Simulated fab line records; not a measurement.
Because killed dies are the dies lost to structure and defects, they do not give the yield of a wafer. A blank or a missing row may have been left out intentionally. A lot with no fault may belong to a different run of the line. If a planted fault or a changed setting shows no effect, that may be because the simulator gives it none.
Matching of chambers | flow sky130 | cmp-01 running SKY_VIA4_CMP_02: 4 sister chambers
The step polishes SiO2. 8 wafers are shown with their chamber, then 7 later ones without.

WAFERS, EACH WITH ITS CHAMBER
wafer  | chamber | motorCurrentA (A)
L182.2 | 3       | 12.0
L193.2 | 0       | 13.9
L193.4 | 3       | 11.7
L195.1 | 1       | 13.0
L195.3 | 0       | 13.9
L195.6 | 1       | 12.8
L196.3 | 2       | 11.4
L196.5 | 2       | 11.4

WAFERS WHOSE CHAMBER IS MISSING
wafer  | motorCurrentA (A)
L196.6 | 13.2
L200.1 | 12.0
L200.4 | 13.2
L200.5 | 13.2
L201.1 | 13.6
L201.2 | 12.1
L201.3 | 11.8

EACH ONE'S CHAMBER
wafer  | from the rows above | in truth
L196.6 | 1                   | 1
L200.1 | 3                   | 3
L200.4 | 1                   | 1
L200.5 | 1                   | 1
L201.1 | 0                   | 0
L201.2 | 3                   | 3
L201.3 | 3                   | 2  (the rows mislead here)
6 of 7 placed correctly. Not placeable from these rows: 0. Number placed wrongly: 1.
How it was worked out, from the rows above alone: a wafer's distance from a chamber is the root of the sum, over the readings, of the square of ((its reading less the chamber's mean) divided by the reading's scatter). The wafer belongs to the nearest chamber; if the next one is less than 2 further off, it can't be placed. Each chamber's mean is taken over the wafers shown for it. The scatter: the root of (the sum of the squares of (reading less its chamber's mean) over the shown wafers, divided by (wafers less chambers)).
